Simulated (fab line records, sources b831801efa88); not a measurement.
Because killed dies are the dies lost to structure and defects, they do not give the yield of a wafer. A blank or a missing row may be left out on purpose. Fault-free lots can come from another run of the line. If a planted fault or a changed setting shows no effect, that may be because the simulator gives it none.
Which of the tools did it?    flow gf180mcu    13 lots with 39 wafers sampled at 3 steps, on a route of 602 steps

WHAT THE GAUGES READ, wafer by wafer
GF_V2_THK_MEAS_01. Usual: V2_CVD_00_THK typically reads 603 nm, with standard deviation 5.6.
lot   measured      on             V2_CVD_00_THK (nm)  flag
L252  day 19 00:13  film metro-03  603 605 597         
L254  day 19 17:13  film metro-02  600 610 610         
L255  day 20 04:52  film metro-02  616 602 601         
L256  day 20 14:10  film metro-03  603 609 605         
L258  day 21 11:44  film metro-02  602 600 594         
L259  day 21 17:48  film metro-03  607 607 601         
L260  day 22 08:11  film metro-04  601 602 607         
L261  day 22 18:20  film metro-02  595 592 597         
L262  day 23 05:02  film metro-04  602 603 598         
L263  day 23 13:42  film metro-03  610 601 607         
L264  day 23 21:28  film metro-03  601 610 609         
L273  day 26 22:12  film metro-04  604 606 603         
L274  day 27 00:35  film metro-03  598 604 603         

WHICH TOOL RAN EACH LOT (tool, then ch and the chambers of the sampled wafers, then the start)
lot   GF_STI_ETCH_13                     GF_V1_STRIP_18
L252  rie diel-02 ch 0,1,2, day 2 01:20  plasma asher-04 ch 0,1, day 17 21:23
L254  rie diel-01 ch 0,1,2, day 2 11:03  plasma asher-03 ch 0,1, day 18 14:32
L255  rie diel-04 ch 0,1, day 2 16:44    plasma asher-04 ch 0,1, day 19 02:23
L256  rie diel-01 ch 1,3, day 2 21:15    plasma asher-03 ch 0,1, day 19 11:26
L258  rie diel-04 ch 2,3, day 3 11:35    plasma asher-03 ch 0,1, day 20 09:22
L259  rie diel-02 ch 1,2, day 3 12:50    plasma asher-03 ch 0,1, day 20 15:07
L260  rie diel-04 ch 0,1,2, day 3 19:41  plasma asher-03 ch 0,1, day 21 06:25
L261  rie diel-04 ch 0,1, day 4 00:38    plasma asher-03 ch 0,1, day 21 17:07
L262  rie diel-04 ch 0,1,2, day 4 05:44  plasma asher-04 ch 0,1, day 22 03:56
L263  rie diel-04 ch 0,2,3, day 4 10:47  plasma asher-01 ch 0,1, day 22 12:59
L264  rie diel-01 ch 0,1,3, day 4 15:11  plasma asher-01 ch 0,1, day 22 20:58
L273  rie diel-01 ch 0,3, day 6 13:01    plasma asher-01 ch 0,1, day 25 22:44
L274  rie diel-02 ch 0,3, day 6 18:58    plasma asher-04 ch 0,1, day 26 00:49
- GF_STI_ETCH_13: etches the open film in CHF3/O2, stops on Si, target depth 282.31 nm, time 112.9 s.
- GF_V1_STRIP_18: strips in O2/N2.

AS READ BY THE TOOLS THEMSELVES (means over the sampled wafers that have a number; for cases with no such wafer, the mark the record gives instead)
GF_STI_ETCH_13. Usual: drypump motor current A 5.7 A, standard deviation 0.6; oes product au 0.832 a.u., standard deviation 0.0059; throttle valve pct 8.810 %, standard deviation 0.0085.
lot   tool         drypump motor current A (A)  oes product au (a.u.)  throttle valve pct (%)  flag
L252  rie diel-02  5.8                          0.834                  8.812                   
L254  rie diel-01  6.0                          0.835                  8.813                   
L255  rie diel-04  5.9                          0.831                  8.809                   
L256  rie diel-01  5.1                          0.827                  8.811                   
L258  rie diel-04  5.3                          0.833                  8.816                   
L259  rie diel-02  5.6                          0.836                  8.809                   
L260  rie diel-04  5.9                          0.828                  8.813                   
L261  rie diel-04  5.9                          0.835                  8.817                   
L262  rie diel-04  5.9                          0.841                  8.811                   
L263  rie diel-04  5.6                          0.841                  8.815                   
L264  rie diel-01  5.7                          0.825                  8.802                   
L273  rie diel-01  6.0                          0.831                  8.810                   
L274  rie diel-02  6.0                          0.827                  8.808                   

GF_V1_STRIP_18. Usual: drypump motor current A 5.7 A, standard deviation 0.39; heater power w 322 W, standard deviation 35; oes product au 0.592 a.u., standard deviation 0.0046; platen temp c 250.04 C, standard deviation 0.17.
lot   tool             drypump motor current A (A)  heater power w (W)  oes product au (a.u.)  platen temp c (C)  flag
L252  plasma asher-04  5.9                          309                 0.590                  250.05             
L254  plasma asher-03  5.7                          365                 0.592                  250.17             
L255  plasma asher-04  5.4                          281                 0.590                  250.05             
L256  plasma asher-03  5.7                          367                 0.592                  250.05             
L258  plasma asher-03  5.8                          359                 0.587                  250.13             
L259  plasma asher-03  5.8                          358                 0.594                  250.00             
L260  plasma asher-03  5.7                          359                 0.596                  250.16             
L261  plasma asher-03  5.8                          358                 0.595                  249.91             
L262  plasma asher-04  5.8                          298                 0.591                  249.91             
L263  plasma asher-01  5.6                          297                 0.593                  249.97             
L264  plasma asher-01  5.7                          309                 0.588                  249.98             
L273  plasma asher-01  5.6                          299                 0.595                  250.14             
L274  plasma asher-04  5.9                          299                 0.592                  250.02             

THE ANSWER, worked out from the rows above alone
Rule: a lot counts as off when the mean over its wafers that have a number is more than 3 standard deviations away from the usual mean. Also off: a lot with no number at a reading for which 4 or more lots have one. All remaining lots with rows at the step are treated as sound. Order of review: gauges by route order, followed by the tools' own readings, for which a lot's mean as printed above is used. The first step at which some lot is off is used, and at that step the reading that is off furthest; a lot without a number counts as furthest.
Across all readings shown, no lot is off: no conclusion can be drawn from this.

WHAT THE SIMULATOR PUT IN
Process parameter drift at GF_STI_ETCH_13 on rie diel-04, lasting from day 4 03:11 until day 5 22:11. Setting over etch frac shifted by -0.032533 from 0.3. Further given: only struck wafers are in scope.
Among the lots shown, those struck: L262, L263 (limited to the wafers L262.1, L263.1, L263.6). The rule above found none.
